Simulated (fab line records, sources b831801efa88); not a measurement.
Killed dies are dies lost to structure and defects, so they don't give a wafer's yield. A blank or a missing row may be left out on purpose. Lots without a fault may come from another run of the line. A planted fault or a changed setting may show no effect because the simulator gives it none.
Which tool did it? | flow sky130 | 14 lots, 42 wafers sampled, at 5 steps of a route of 708

WHAT THE GAUGES READ, wafer by wafer
SKY_METAL1_THK_MEAS_06: measures by xrf.
lot  | measured     | on            | METAL1_ALCU_THK (nm)
L622 | day 31 22:34 | film_metro-02 | 257 251 256
L624 | day 32 20:29 | film_metro-02 | 254 248 254
L626 | day 33 20:10 | film_metro-04 | 253 255 255
L635 | day 36 08:19 | film_metro-02 | 295 293 292
L636 | day 37 01:35 | film_metro-02 | 287 293 284
L637 | day 37 06:36 | film_metro-04 | 253 253 253
L638 | day 37 10:04 | film_metro-02 | 246 252 247
L639 | day 37 12:43 | film_metro-01 | 251 248 251
L640 | day 37 19:31 | film_metro-04 | 249 250 253
L642 | day 38 04:38 | film_metro-02 | 245 250 251
L641 | day 38 07:22 | film_metro-01 | 243 250 245
L643 | day 38 18:31 | film_metro-04 | 255 255 256
L644 | day 38 22:40 | film_metro-01 | 247 245 253
L645 | day 39 00:17 | film_metro-02 | 257 256 259

WHICH TOOL RAN EACH LOT (tool, then ch and the chambers of the sampled wafers, then the start)
lot  | SKY_CONTACT_CMP_04            | SKY_METAL1_SPUTTER_01        | SKY_METAL1_SPUTTER_02        | SKY_METAL1_SPUTTER_04
L622 | cmp-02 ch 0,2, day 30 16:02   | pvd_sputter-03, day 31 22:20 | pvd_sputter-03, day 31 22:22 | pvd_sputter-03, day 31 22:24
L624 | cmp-02 ch 0,1, day 31 14:15   | pvd_sputter-01, day 32 20:14 | pvd_sputter-01, day 32 20:16 | pvd_sputter-01, day 32 20:18
L626 | cmp-01 ch 0,1,3, day 32 14:38 | pvd_sputter-03, day 33 19:56 | pvd_sputter-03, day 33 19:57 | pvd_sputter-03, day 33 19:59
L635 | cmp-01 ch 0,1,3, day 35 03:50 | pvd_sputter-03, day 36 08:04 | pvd_sputter-03, day 36 08:06 | pvd_sputter-03, day 36 08:09
L636 | cmp-02 ch 0,1,3, day 35 20:57 | pvd_sputter-01, day 37 01:21 | pvd_sputter-01, day 37 01:22 | pvd_sputter-01, day 37 01:25
L637 | cmp-01 ch 1,2, day 36 02:34   | pvd_sputter-02, day 37 06:21 | pvd_sputter-02, day 37 06:22 | pvd_sputter-02, day 37 06:25
L638 | cmp-01 ch 0,3, day 36 05:44   | pvd_sputter-01, day 37 09:50 | pvd_sputter-01, day 37 09:52 | pvd_sputter-01, day 37 09:54
L639 | cmp-02 ch 0,1,3, day 36 08:37 | pvd_sputter-02, day 37 12:28 | pvd_sputter-02, day 37 12:30 | pvd_sputter-02, day 37 12:32
L640 | cmp-01 ch 0,1,3, day 36 16:04 | pvd_sputter-02, day 37 19:17 | pvd_sputter-02, day 37 19:19 | pvd_sputter-02, day 37 19:21
L642 | cmp-01 ch 0,1, day 37 01:48   | pvd_sputter-01, day 38 04:24 | pvd_sputter-01, day 38 04:25 | pvd_sputter-01, day 38 04:28
L641 | cmp-02 ch 1,2, day 37 05:07   | pvd_sputter-01, day 38 07:08 | pvd_sputter-01, day 38 07:10 | pvd_sputter-01, day 38 07:12
L643 | cmp-02 ch 0,1,3, day 37 15:17 | pvd_sputter-03, day 38 18:17 | pvd_sputter-03, day 38 18:18 | pvd_sputter-03, day 38 18:20
L644 | cmp-02 ch 0,1,3, day 37 18:38 | pvd_sputter-01, day 38 22:26 | pvd_sputter-01, day 38 22:28 | pvd_sputter-01, day 38 22:30
L645 | cmp-01 ch 0,1,2, day 37 19:47 | pvd_sputter-02, day 39 00:03 | pvd_sputter-02, day 39 00:04 | pvd_sputter-02, day 39 00:07
- SKY_CONTACT_CMP_04: polishes SiO2.
- SKY_METAL1_SPUTTER_01: material TiN, target thk 20 nm, time 16.7 s.
- SKY_METAL1_SPUTTER_02: material AlCu, target thk 250 nm, time 13.3 s.
- SKY_METAL1_SPUTTER_04: material TiN, target thk 70 nm, time 58.3 s.

WHAT THE TOOLS THEMSELVES READ (means of the sampled wafers that have a number; where no wafer has one, the mark that the record gives instead)
SKY_CONTACT_CMP_04.
lot  | tool   | motor_current_A (A) | slurry_flow_ml_min | time_to_endpoint_s (s)
L622 | cmp-02 | 14.3                | 150.2              | 76
L624 | cmp-02 | 11.6                | 150.2              | 76
L626 | cmp-01 | 11.0                | 150.0              | 84
L635 | cmp-01 | 11.4                | 150.2              | 87
L636 | cmp-02 | 11.9                | 150.0              | 82
L637 | cmp-01 | 11.8                | 149.8              | 85
L638 | cmp-01 | 11.7                | 150.0              | 83
L639 | cmp-02 | 12.2                | 150.5              | 85
L640 | cmp-01 | 11.1                | 150.5              | 83
L642 | cmp-01 | 11.9                | 150.1              | 80
L641 | cmp-02 | 13.8                | 150.2              | 91
L643 | cmp-02 | 11.8                | 150.1              | 84
L644 | cmp-02 | 11.8                | 149.4              | 83
L645 | cmp-01 | 12.0                | 149.7              | 87

SKY_METAL1_SPUTTER_01.
lot  | tool           | cathode_dc_power_W (W) | chamber_pressure_pa (Pa) | throttle_valve_pct (%)
L622 | pvd_sputter-03 | 6500.2                 | 0.4006                   | 30.2
L624 | pvd_sputter-01 | 6499.8                 | 0.4016                   | 29.2
L626 | pvd_sputter-03 | 6500.5                 | 0.4004                   | 30.2
L635 | pvd_sputter-03 | 6500.4                 | 0.3995                   | 30.1
L636 | pvd_sputter-01 | 6501.3                 | 0.3998                   | 29.5
L637 | pvd_sputter-02 | 6499.8                 | 0.4002                   | 30.6
L638 | pvd_sputter-01 | 6499.1                 | 0.4001                   | 29.4
L639 | pvd_sputter-02 | 6500.3                 | 0.3997                   | 30.5
L640 | pvd_sputter-02 | 6500.2                 | 0.4001                   | 30.6
L642 | pvd_sputter-01 | 6499.7                 | 0.4003                   | 29.7
L641 | pvd_sputter-01 | 6499.6                 | 0.3994                   | 29.6
L643 | pvd_sputter-03 | 6500.5                 | 0.3992                   | 29.5
L644 | pvd_sputter-01 | 6500.6                 | 0.4001                   | 29.5
L645 | pvd_sputter-02 | 6500.6                 | 0.4000                   | 30.6

SKY_METAL1_SPUTTER_02.
lot  | tool           | cathode_dc_power_W (W) | chamber_pressure_pa (Pa) | throttle_valve_pct (%)
L622 | pvd_sputter-03 | 10599                  | 0.4005                   | 30.1
L624 | pvd_sputter-01 | 10602                  | 0.3990                   | 29.6
L626 | pvd_sputter-03 | 10602                  | 0.4001                   | 30.1
L635 | pvd_sputter-03 | 10598                  | 0.3998                   | 30.1
L636 | pvd_sputter-01 | 10598                  | 0.4010                   | 29.5
L637 | pvd_sputter-02 | 10602                  | 0.4000                   | 30.5
L638 | pvd_sputter-01 | 10601                  | 0.4003                   | 29.5
L639 | pvd_sputter-02 | 10600                  | 0.3998                   | 30.5
L640 | pvd_sputter-02 | 10601                  | 0.3997                   | 30.6
L642 | pvd_sputter-01 | 10599                  | 0.4001                   | 29.5
L641 | pvd_sputter-01 | 10601                  | 0.4006                   | 29.5
L643 | pvd_sputter-03 | 10600                  | 0.4006                   | 29.6
L644 | pvd_sputter-01 | 10602                  | 0.4009                   | 29.5
L645 | pvd_sputter-02 | 10600                  | 0.4001                   | 30.7

SKY_METAL1_SPUTTER_04.
lot  | tool           | cathode_dc_power_W (W) | chamber_pressure_pa (Pa) | throttle_valve_pct (%)
L622 | pvd_sputter-03 | 6500.1                 | 0.3997                   | 30.2
L624 | pvd_sputter-01 | 6500.2                 | 0.4003                   | 29.6
L626 | pvd_sputter-03 | 6501.3                 | 0.4008                   | 30.1
L635 | pvd_sputter-03 | -                      | -                        | -
L636 | pvd_sputter-01 | -                      | -                        | -
L637 | pvd_sputter-02 | 6499.9                 | 0.3992                   | 30.6
L638 | pvd_sputter-01 | 6500.0                 | 0.3995                   | 29.3
L639 | pvd_sputter-02 | 6501.9                 | 0.3998                   | 30.6
L640 | pvd_sputter-02 | 6500.5                 | 0.3998                   | 30.7
L642 | pvd_sputter-01 | 6500.5                 | 0.3998                   | 29.7
L641 | pvd_sputter-01 | 6501.2                 | 0.3998                   | 29.4
L643 | pvd_sputter-03 | 6500.0                 | 0.3992                   | 29.4
L644 | pvd_sputter-01 | 6498.6                 | 0.4004                   | 29.5
L645 | pvd_sputter-02 | 6500.2                 | 0.3995                   | 30.6

THE ANSWER, worked out from the rows above alone
Rule: what is usual is taken from the lots themselves. Put in order of their means at a reading, lots are off if they are a third of the lots or fewer, leave a main group of 4 or more, and stand apart from it by a gap of 3 or more times the standard deviation of the main group's means; of several such gaps the widest counts. A main group whose means are all the same, to the digits that the tables above print for the reading, isn't used. A lot without any number at a reading at which 4 lots or more have one is off too. The other lots that the step has rows for count as sound. The gauges are gone through in route order, then the tools' own readings, and for those a lot's mean is taken as printed above. The first step at which some lot is off is used, and at that step the reading that is off furthest; a lot without a number counts as furthest.
Off: L635, L636, at SKY_METAL1_THK_MEAS_06 (METAL1_ALCU_THK). The main group: mean 252 nm, standard deviation 3.3.
A tool fits if, at a process step before that reading, it ran every lot that is off, and no sound lot after the first of them. The gauges at SKY_METAL1_THK_MEAS_06 aren't tried: what is off there is off at SKY_METAL1_SPUTTER_04 too, on other tools, and a gauge's error can't cause that. None of those tried fits.

WHAT THE SIMULATOR HAD PUT IN
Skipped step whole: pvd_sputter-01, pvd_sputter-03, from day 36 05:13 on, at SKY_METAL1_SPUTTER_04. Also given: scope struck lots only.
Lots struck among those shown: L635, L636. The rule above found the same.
